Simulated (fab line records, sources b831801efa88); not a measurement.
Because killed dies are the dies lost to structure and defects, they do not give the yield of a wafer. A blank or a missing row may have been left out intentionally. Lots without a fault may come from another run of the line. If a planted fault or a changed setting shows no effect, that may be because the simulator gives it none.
The tool behind it: which one?	flow gf180mcu	13 lots with 39 wafers sampled at 5 steps, on a route of 602 steps

WHAT THE GAUGES READ, wafer by wafer
GF_V3_RS_MEAS_24: a four-point-probe measurement.
lot	measured	on	V3_W_RS (ohm/sq)
L198	day 22 11:56	film-metro-03	0.326 0.326 0.324
L199	day 23 03:22	film-metro-02	0.329 0.331 0.327
L201	day 23 13:47	film-metro-02	0.327 0.328 0.331
L200	day 23 16:26	film-metro-02	0.320 0.327 0.325
L203	day 24 11:44	film-metro-02	0.323 0.321 0.331
L211	day 27 02:38	film-metro-01	0.335 0.333 0.334
L212	day 27 11:57	film-metro-02	0.329 0.334 0.326
L213	day 27 12:04	film-metro-01	0.325 0.330 0.329
L216	day 28 12:06	film-metro-03	0.324 0.325 0.321
L217	day 28 14:22	film-metro-02	0.335 0.329 0.336
L219	day 29 21:56	film-metro-02	0.323 0.328 0.323
L220	day 29 22:20	film-metro-03	0.326 0.335 0.325
L221	day 30 01:46	film-metro-01	0.323 0.325 0.326

GF_V4_BOW_MEAS_05.
lot	measured	on	V4_BOW (um)
L198	day 23 12:51	film-metro-04	134 152 146
L199	day 24 03:43	film-metro-04	132 125 131
L201	day 24 14:45	film-metro-03	132 123 125
L200	day 24 17:27	film-metro-02	134 122 130
L203	day 25 12:04	film-metro-02	143 148 141
L211	day 28 01:34	film-metro-02	126 130 145 - - -
L212	day 28 10:14	film-metro-04	127 133 137 - - -
L213	day 28 10:34	film-metro-04	140 127 150 - - -
L216	day 29 08:56	film-metro-03	134 139 132
L217	day 29 12:05	film-metro-03	157 145 143
L219	day 30 18:02	film-metro-03	134 134 127
L220	day 30 19:04	film-metro-03	145 125 124
L221	day 30 22:23	film-metro-03	136 132 133

EACH LOT AND THE TOOL THAT RAN IT (in order: tool; ch and the chambers of the sampled wafers; start)
lot	GF_V3_SPUTTER_22	GF_V4_CVD_02	GF_V4_CMP_04
L198	pvd-sputter-03, day 22 11:45	pecvd-02 ch 0,2, day 23 12:23	cmp-01 ch 2,3, day 23 12:31
L199	pvd-sputter-03, day 23 03:12	pecvd-01 ch 0,1, day 24 03:16	cmp-02 ch 1,2,3, day 24 03:23
L201	pvd-sputter-04, day 23 13:38	pecvd-04 ch 1,2, day 24 14:19	cmp-02 ch 0,2,3, day 24 14:27
L200	pvd-sputter-02, day 23 16:11	pecvd-04 ch 0,2, day 24 17:00	cmp-02 ch 1,2, day 24 17:08
L203	pvd-sputter-04, day 24 11:35	pecvd-01 ch 0,1,2, day 25 11:27	cmp-02 ch 2,3, day 25 11:46
L211	pvd-sputter-04, day 27 02:28	pecvd-04 ch 0,1, day 28 01:07	cmp-02 ch 0,2,3, day 28 01:17
L212	pvd-sputter-04, day 27 11:46	pecvd-04 ch 0,1,2, day 28 09:47	cmp-01 ch 0,1,2, day 28 10:02
L213	pvd-sputter-02, day 27 11:54	pecvd-01 ch 0,1, day 28 10:07	cmp-01 ch 0,2,3, day 28 10:20
L216	pvd-sputter-03, day 28 11:57	pecvd-02 ch 0,1,2, day 29 08:30	cmp-02 ch 0,1,2, day 29 08:38
L217	pvd-sputter-04, day 28 14:11	pecvd-02 ch 1,2, day 29 11:38	cmp-01 ch 1,2, day 29 11:46
L219	pvd-sputter-03, day 29 21:47	pecvd-02 ch 0,1, day 30 17:34	cmp-02 ch 0,2, day 30 17:47
L220	pvd-sputter-04, day 29 22:11	pecvd-01 ch 1,2, day 30 18:38	cmp-02 ch 0,2,3, day 30 18:46
L221	pvd-sputter-02, day 30 01:37	pecvd-01 ch 0,1,2, day 30 21:56	cmp-01 ch 0,1,2, day 30 22:04
- GF_V3_SPUTTER_22: material TiN, target thk 10 nm, time 40 s.
- GF_V4_CVD_02: deposits SiO2 from TEOS, target thk 850 nm, time 94.851 s.
- GF_V4_CMP_04: polishes SiO2.

AS READ BY THE TOOLS THEMSELVES (means over the sampled wafers that have a number; for cases with no such wafer, the mark the record gives instead)
GF_V3_SPUTTER_22.
lot	tool	cathode-dc-power-W (W)	throttle-valve-pct (%)
L198	pvd-sputter-03	4000.2	30.7
L199	pvd-sputter-03	3998.8	30.7
L201	pvd-sputter-04	3999.9	30.8
L200	pvd-sputter-02	3999.9	30.9
L203	pvd-sputter-04	3999.7	30.5
L211	pvd-sputter-04	4000.5	30.2
L212	pvd-sputter-04	3999.9	30.6
L213	pvd-sputter-02	4000.2	29.9
L216	pvd-sputter-03	3999.8	30.5
L217	pvd-sputter-04	4000.3	30.9
L219	pvd-sputter-03	3999.3	31.5
L220	pvd-sputter-04	4000.1	31.4
L221	pvd-sputter-02	4000.7	29.6

GF_V4_CVD_02.
lot	tool	heater-power-w (W)
L198	pecvd-02	754
L199	pecvd-01	650
L201	pecvd-04	616
L200	pecvd-04	566
L203	pecvd-01	633
L211	pecvd-04	810
L212	pecvd-04	707
L213	pecvd-01	608
L216	pecvd-02	711
L217	pecvd-02	801
L219	pecvd-02	759
L220	pecvd-01	716
L221	pecvd-01	643

GF_V4_CMP_04.
lot	tool	edge-zone-pressure-frac	head-pressure-psi (psi)	motor-current-A (A)	slurry-filter-dp-kPa (kPa)	time-to-endpoint-s (s)
L198	cmp-01	1.006	4.002	13.1	13.67	76
L199	cmp-02	0.998	3.998	12.5	13.66	73
L201	cmp-02	0.996	4.000	12.1	13.48	79
L200	cmp-02	1.000	4.000	11.8	13.49	77
L203	cmp-02	1.005	4.007	11.8	13.50	84
L211	cmp-02	-	-	-	-	-
L212	cmp-01	-	-	-	-	-
L213	cmp-01	-	-	-	-	-
L216	cmp-02	1.002	4.003	12.7	13.50	81
L217	cmp-01	0.999	4.012	10.6	13.58	84
L219	cmp-02	0.994	3.993	11.6	13.55	80
L220	cmp-02	0.998	3.994	12.4	13.54	83
L221	cmp-01	1.004	3.999	11.0	13.43	82

THE ANSWER, worked out from the rows above alone
Rule: what is usual is taken from the lots themselves. Put in order of their means at a reading, lots are off if they are a third of the lots or fewer, leave a main group of 4 or more, and stand apart from it by a gap of 3 or more times the standard deviation of the main group's means; of several such gaps the widest counts. The tables above print the reading to a certain number of digits; a main group whose means all agree to those digits is not used. Also off: a lot with no number at a reading for which 4 or more lots have one. Any other lot the step has rows for is counted as sound. First the gauges in route order, then the tools' own readings, where a lot's mean is used as printed above. At the first step where some lot is off, the reading lying furthest off is the one used; lots without a number count as furthest.
Off: L211, L212, L213 (GF_V4_CMP_04, edge-zone-pressure-frac). Without a number there: L211, L212, L213. Main group: mean 1.000, sd 0.0038.
A tool fits if, at that step or a process step before it, it ran every lot that is off, and no sound lot after the first of them. Not one of the candidates tried fits.

WHAT WAS PUT IN BY THE SIMULATOR
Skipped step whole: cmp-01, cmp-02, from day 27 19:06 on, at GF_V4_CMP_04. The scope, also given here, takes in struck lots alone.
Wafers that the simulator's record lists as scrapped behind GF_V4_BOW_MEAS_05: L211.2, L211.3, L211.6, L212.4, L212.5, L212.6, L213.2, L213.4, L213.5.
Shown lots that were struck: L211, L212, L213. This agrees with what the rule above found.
